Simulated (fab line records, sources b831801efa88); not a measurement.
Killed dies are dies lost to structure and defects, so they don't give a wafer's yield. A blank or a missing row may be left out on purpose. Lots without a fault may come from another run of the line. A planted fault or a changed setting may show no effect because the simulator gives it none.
Which tool did it? | flow sky130 | 6 lots, 18 wafers sampled, at 3 steps of a route of 708

WHAT THE GAUGES READ, wafer by wafer
SKY_METAL4_CD_MEAS_13: target cd 300 nm.
lot  | measured     | on        | cd_nm (nm)
L201 | day 42 09:52 | cd_sem-01 | 297.9 296.6 298.8
L206 | day 44 05:06 | cd_sem-02 | 301.2 301.6 302.4
L209 | day 44 20:47 | cd_sem-02 | 299.2 299.1 299.4
L211 | day 45 08:35 | cd_sem-01 | 299.3 299.5 301.0
L214 | day 46 08:24 | cd_sem-01 | 297.9 298.7 298.9
L219 | day 47 08:41 | cd_sem-01 | 301.0 299.2 298.8

WHICH TOOL RAN EACH LOT (tool, then ch and the chambers of the sampled wafers, then the start)
lot  | SKY_METAL2_STRIP_20                  | SKY_METAL3_ETCH_17
L201 | plasma_asher-03 ch 0, day 35 21:17   | rie_diel-02 ch 1,2,3, day 39 05:22
L206 | plasma_asher-03 ch 0,1, day 37 22:07 | rie_diel-02 ch 1,2, day 41 03:51
L209 | plasma_asher-02 ch 0,1, day 38 14:32 | rie_diel-01 ch 1,2,3, day 41 20:14
L211 | plasma_asher-03 ch 0,1, day 39 05:49 | rie_diel-01 ch 0,2,3, day 42 09:44
L214 | plasma_asher-01 ch 0,1, day 40 10:21 | rie_diel-02 ch 0,1, day 43 12:56
L219 | plasma_asher-03 ch 0,1, day 41 14:44 | rie_diel-01 ch 0,1, day 44 14:58
- SKY_METAL2_STRIP_20: strips in O2/N2.
- SKY_METAL3_ETCH_17: etches SiO2 in C4F8/O2/Ar, stops on TiN, time 3.9 s, target depth 15 nm.

THE ANSWER, worked out from the rows above alone
Rule: what is usual is taken from the lots themselves. Put in order of their means at a reading, lots are off if they are a third of the lots or fewer, leave a main group of 4 or more, and stand apart from it by a gap of 3 or more times the standard deviation of the main group's means; of several such gaps the widest counts. A main group whose means are all the same, to the digits that the tables above print for the reading, isn't used. A lot without any number at a reading at which 4 lots or more have one is off too. The other lots that the step has rows for count as sound.
No lot is off at any reading shown: from this, nothing can be told.

WHAT THE SIMULATOR HAD PUT IN
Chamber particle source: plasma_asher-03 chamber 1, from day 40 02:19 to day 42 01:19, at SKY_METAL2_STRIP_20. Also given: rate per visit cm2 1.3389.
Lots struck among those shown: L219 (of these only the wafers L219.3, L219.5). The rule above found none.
